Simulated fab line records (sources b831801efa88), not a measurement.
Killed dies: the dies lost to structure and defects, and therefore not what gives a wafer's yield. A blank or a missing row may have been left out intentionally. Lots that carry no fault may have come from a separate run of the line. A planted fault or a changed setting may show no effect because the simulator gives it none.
Chamber matching -- flow sky130 -- cmp-02 running SKY_VIA3_CMP_02: 4 sister chambers
The step polishes SiO2. 4 wafers are shown with their chamber, then 7 later ones without.

== EACH WAFER AND ITS CHAMBER ==
wafer,chamber,motorCurrentA (A)
L794.1,3,10.2
L794.4,2,10.8
L798.2,0,11.6
L798.4,1,13.3

== WAFERS WITHOUT THEIR CHAMBER ==
wafer,motorCurrentA (A)
L798.5,10.0
L803.1,10.3
L803.3,11.4
L803.5,14.0
L804.2,10.0
L804.3,11.1
L804.6,13.7

== WHICH CHAMBER EACH WENT THROUGH ==
wafer,from the rows above,in truth
L798.5,can't be placed: 3 or 2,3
L803.1,can't be placed: 3 or 2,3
L803.3,can't be placed: 0 or 2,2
L803.5,1,1
L804.2,can't be placed: 3 or 2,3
L804.3,can't be placed: 2 or 0 or 3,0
L804.6,1,1
Correctly placed: 2 of 7. Not placeable from these rows: 5 (in 5, the candidates include the true chamber). Wrongly placed: 0.
How it was worked out, from the rows above alone: a wafer's distance from a chamber is the root of the sum, over the readings, of the square of ((its reading less the chamber's mean) divided by the reading's scatter). The wafer belongs to the nearest chamber; if the next one is less than 2 further off, it can't be placed. For every chamber, the mean is computed from those of its wafers that are shown. The scatter (one wafer shown for each chamber): square how far every hidden wafer sits from the nearest shown wafer, average those squares and take the square root.
